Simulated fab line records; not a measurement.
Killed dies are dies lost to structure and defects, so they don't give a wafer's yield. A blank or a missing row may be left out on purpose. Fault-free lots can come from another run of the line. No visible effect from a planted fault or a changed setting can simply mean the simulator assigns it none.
Chamber matching :: flow gf180mcu :: GF_V2_ETCH_16 on rie_diel-01: 4 sister chambers
The step etches BARC in N2/H2. 4 wafers are shown with their chamber, then 10 later ones without.

== EACH WAFER AND ITS CHAMBER ==
wafer: L085.2
chamber: 1
drypump_motor_current_A (A): 6.10

wafer: L085.3
chamber: 2
drypump_motor_current_A (A): 5.31

wafer: L085.4
chamber: 0
drypump_motor_current_A (A): 5.45

wafer: L088.5
chamber: 3
drypump_motor_current_A (A): 6.21

== WAFERS MISSING THEIR CHAMBER ==
wafer: L088.6
drypump_motor_current_A (A): 5.44

wafer: L090.1
drypump_motor_current_A (A): 5.44

wafer: L090.4
drypump_motor_current_A (A): 6.09

wafer: L090.6
drypump_motor_current_A (A): 5.47

wafer: L093.2
drypump_motor_current_A (A): 6.18

wafer: L093.5
drypump_motor_current_A (A): 6.08

wafer: L093.6
drypump_motor_current_A (A): 5.31

wafer: L097.2
drypump_motor_current_A (A): 6.22

wafer: L097.3
drypump_motor_current_A (A): 5.32

wafer: L097.6
drypump_motor_current_A (A): 6.09

== WHICH CHAMBER EACH WENT THROUGH ==
wafer: L088.6
from the rows above: 0
in truth: 0

wafer: L090.1
from the rows above: 0
in truth: 0

wafer: L090.4
from the rows above: 1
in truth: 1

wafer: L090.6
from the rows above: 0
in truth: 0

wafer: L093.2
from the rows above: 3
in truth: 3

wafer: L093.5
from the rows above: 1
in truth: 1

wafer: L093.6
from the rows above: 2
in truth: 2

wafer: L097.2
from the rows above: 3
in truth: 3

wafer: L097.3
from the rows above: 2
in truth: 2

wafer: L097.6
from the rows above: 1
in truth: 1
Placed correctly: 10 of 10. Left unplaced by these rows: 0. Number placed wrongly: 0.
How it was worked out, from the rows above alone: a wafer's distance from a chamber is the root of the sum, over the readings, of the square of ((its reading less the chamber's mean) divided by the reading's scatter). If the next closest chamber is less than 2 further off than the closest, the wafer can't be placed; otherwise it belongs to the closest. Each chamber's mean is taken over the wafers shown for it. The scatter: root of mean squared gap, hidden wafer to nearest shown wafer, with one shown wafer a chamber.
